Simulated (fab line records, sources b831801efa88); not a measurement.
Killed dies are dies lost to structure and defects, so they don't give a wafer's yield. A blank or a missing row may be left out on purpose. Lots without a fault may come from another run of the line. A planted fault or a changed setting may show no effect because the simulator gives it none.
Which tool did it? | flow gf180mcu | 12 lots, 36 wafers sampled, at 5 steps of a route of 602

WHAT THE GAUGES READ, wafer by wafer
GF_STI_THK_MEAS_24.
lot  | measured    | on            | STI_CVD_23_THK (nm)
L469 | day 2 03:53 | film_metro-03 | 640 642 650
L470 | day 2 09:40 | film_metro-01 | 662 651 665
L471 | day 2 13:52 | film_metro-03 | 658 646 654
L472 | day 2 19:40 | film_metro-03 | 645 646 646
L474 | day 3 06:45 | film_metro-03 | 661 655 659
L484 | day 5 13:50 | film_metro-01 | 655 649 659
L485 | day 5 13:50 | film_metro-03 | 650 653 653
L486 | day 6 00:41 | film_metro-04 | 646 647 646
L488 | day 6 10:40 | film_metro-01 | 661 643 662
L490 | day 6 20:30 | film_metro-04 | 653 657 647
L491 | day 6 21:38 | film_metro-04 | 648 649 650
L492 | day 7 02:48 | film_metro-01 | 638 650 648

GF_STI_THK_MEAS_30.
lot  | measured    | on            | STI_OXIDATION_02_THK (nm)
L469 | day 2 06:17 | film_metro-04 | 10.08 10.19 10.31
L470 | day 2 12:01 | film_metro-01 | 9.96 10.26 10.08
L471 | day 2 16:13 | film_metro-01 | 10.07 10.06 10.03
L472 | day 2 22:04 | film_metro-03 | 13.31 13.15 13.16
L474 | day 3 09:08 | film_metro-03 | 13.37 13.55 13.50
L484 | day 5 21:59 | film_metro-04 | 10.19 9.95 10.12
L485 | day 5 21:59 | film_metro-01 | 9.97 10.11 10.00
L486 | day 6 06:02 | film_metro-01 | 10.08 10.20 10.18
L488 | day 6 13:23 | film_metro-04 | 10.29 10.32 10.43
L490 | day 6 23:52 | film_metro-04 | 9.91 9.84 9.97
L491 | day 7 01:32 | film_metro-01 | 10.36 10.40 10.34
L492 | day 7 06:42 | film_metro-01 | 10.14 10.23 10.01

GF_DNWELL_TW_MEAS_09.
lot  | measured    | on            | DNWELL_TW
L469 | day 2 19:07 | film_metro-02 | 1339 1331 1332
L470 | day 3 00:31 | film_metro-02 | 1328 1324 1328
L471 | day 3 04:48 | film_metro-03 | 1337 1346 1343
L472 | day 3 10:51 | film_metro-04 | 1356 1363 1363
L474 | day 3 22:26 | film_metro-03 | 1350 1343 1341
L484 | day 6 12:03 | film_metro-04 | 1356 1356 1349
L485 | day 6 12:25 | film_metro-04 | 1353 1347 1353
L486 | day 6 21:32 | film_metro-02 | 1327 1329 1318
L488 | day 7 04:31 | film_metro-04 | 1347 1351 1349
L490 | day 7 15:36 | film_metro-02 | 1333 1329 1323
L491 | day 7 16:48 | film_metro-04 | 1344 1355 1353
L492 | day 7 21:51 | film_metro-02 | 1336 1334 1333

WHICH TOOL RAN EACH LOT (tool, then ch and the chambers of the sampled wafers, then the start)
lot  | GF_STI_CMP_25                | GF_STI_OXIDATION_29
L469 | cmp-02 ch 1,2, day 2 03:59   | furnace-02 ch 0, day 2 04:53
L470 | cmp-01 ch 0,1,2, day 2 09:49 | furnace-02 ch 0, day 2 10:36
L471 | cmp-01 ch 1,2,3, day 2 13:55 | furnace-01 ch 0, day 2 14:49
L472 | cmp-01 ch 1,2,3, day 2 19:44 | furnace-02 ch 0, day 2 20:40
L474 | cmp-01 ch 1,2,3, day 3 06:56 | furnace-02 ch 0, day 3 07:43
L484 | cmp-02 ch 0,2,3, day 5 13:59 | furnace-02 ch 0, day 5 20:35
L485 | cmp-01 ch 2,3, day 5 13:53   | furnace-02 ch 0, day 5 20:35
L486 | cmp-01 ch 1,2,3, day 6 00:48 | furnace-02 ch 0, day 6 04:38
L488 | cmp-01 ch 0,1,2, day 6 10:43 | furnace-02 ch 0, day 6 11:59
L490 | cmp-01 ch 0,1,3, day 6 20:37 | furnace-01 ch 0, day 6 22:28
L491 | cmp-01 ch 0,1,2, day 6 21:41 | furnace-02 ch 0, day 7 00:08
L492 | cmp-02 ch 0,1,3, day 7 02:58 | furnace-02 ch 0, day 7 05:18
- GF_STI_CMP_25: polishes, stops on Si3N4, t overpolish 33 s, target thk 524.6 nm.
- GF_STI_OXIDATION_29: stabilise 600 s, purge 300 s, target thk 10 nm.

WHAT THE TOOLS THEMSELVES READ (means of the sampled wafers that have a number; where no wafer has one, the mark that the record gives instead)
GF_STI_CMP_25.
lot  | tool   | head_pressure_psi (psi) | motor_current_A (A) | overpolish_run_s (s) | slurry_filter_dp_kPa (kPa) | time_to_endpoint_s (s)
L469 | cmp-02 | 4.008                   | 11.3                | 33.007               | 13.51                      | 121
L470 | cmp-01 | 4.003                   | 12.0                | 32.999               | 13.52                      | 127
L471 | cmp-01 | 4.005                   | 12.2                | 33.001               | 13.58                      | 122
L472 | cmp-01 | 3.994                   | 12.4                | 33.010               | 13.51                      | 123
L474 | cmp-01 | 4.000                   | 12.7                | 32.996               | 13.48                      | 126
L484 | cmp-02 | 3.997                   | 11.3                | 33.000               | 13.56                      | 132
L485 | cmp-01 | 3.999                   | 13.1                | 32.997               | 13.48                      | 123
L486 | cmp-01 | 4.003                   | 12.5                | 33.004               | 13.55                      | 125
L488 | cmp-01 | 4.002                   | 12.0                | 32.999               | 13.46                      | 121
L490 | cmp-01 | 4.002                   | 11.5                | 32.991               | 13.56                      | 120
L491 | cmp-01 | 4.002                   | 12.1                | 33.000               | 13.60                      | 118
L492 | cmp-02 | 3.995                   | 10.7                | 33.003               | 13.56                      | 126

GF_STI_OXIDATION_29.
lot  | tool       | spike_tc_bottom_C (C) | spike_tc_centre_C (C) | spike_tc_lower_C (C) | spike_tc_top_C (C) | spike_tc_upper_C (C) | tube_center_temp_C (C) | tube_center_temp_C_max | zone_power_bottom_pct (%)
L469 | furnace-02 | 918.3                 | 901.3                 | 898.2                | 906.6              | 899.3                | 900                    | 902.4                  | 26.6
L470 | furnace-02 | 919.8                 | 901.2                 | 898.5                | 906.2              | 898.8                | 900                    | 902.3                  | 26.5
L471 | furnace-01 | 919.4                 | 900.2                 | 900.3                | 908.7              | 899.2                | 900                    | 902.1                  | 27.2
L472 | furnace-02 | 947.4                 | 928.9                 | 925.5                | 935.2              | 927.7                | 928                    | 930.5                  | 28.6
L474 | furnace-02 | 946.7                 | 928.4                 | 926.4                | 935.3              | 926.9                | 928                    | 930.3                  | 28.3
L484 | furnace-02 | 918.7                 | 901.7                 | 897.6                | 907.9              | 899.0                | 900                    | 902.4                  | 26.6
L485 | furnace-02 | 919.6                 | 900.8                 | 898.6                | 906.5              | 899.0                | 900                    | 902.3                  | 26.3
L486 | furnace-02 | 917.9                 | 901.9                 | 899.2                | 906.9              | 899.2                | 900                    | 902.7                  | 26.4
L488 | furnace-02 | 918.8                 | 901.0                 | 898.3                | 907.7              | 899.3                | 900                    | 902.1                  | 26.4
L490 | furnace-01 | 919.2                 | 900.4                 | 900.0                | 908.6              | 899.0                | 900                    | 902.1                  | 27.4
L491 | furnace-02 | 918.8                 | 901.3                 | 897.4                | 906.9              | 898.4                | 900                    | 902.2                  | 26.4
L492 | furnace-02 | 918.9                 | 901.2                 | 897.7                | 907.5              | 899.3                | 900                    | 902.3                  | 26.5

THE ANSWER, worked out from the rows above alone
Rule: what is usual is taken from the lots themselves. Put in order of their means at a reading, lots are off if they are a third of the lots or fewer, leave a main group of 4 or more, and stand apart from it by a gap of 3 or more times the standard deviation of the main group's means; of several such gaps the widest counts. A main group whose means are all the same, to the digits that the tables above print for the reading, isn't used. A lot without any number at a reading at which 4 lots or more have one is off too. The other lots that the step has rows for count as sound. The gauges are gone through in route order, then the tools' own readings, and for those a lot's mean is taken as printed above. The first step at which some lot is off is used, and at that step the reading that is off furthest; a lot without a number counts as furthest.
Off: L472, L474, at GF_STI_THK_MEAS_30 (STI_OXIDATION_02_THK). The main group: mean 10.14 nm, standard deviation 0.13.
A tool fits if, at a process step before that reading, it ran every lot that is off, and no sound lot after the first of them. The gauges at GF_STI_THK_MEAS_30 aren't tried: what is off there is off at GF_STI_OXIDATION_29 too, on other tools, and a gauge's error can't cause that. None of those tried fits.

WHAT THE SIMULATOR HAD PUT IN
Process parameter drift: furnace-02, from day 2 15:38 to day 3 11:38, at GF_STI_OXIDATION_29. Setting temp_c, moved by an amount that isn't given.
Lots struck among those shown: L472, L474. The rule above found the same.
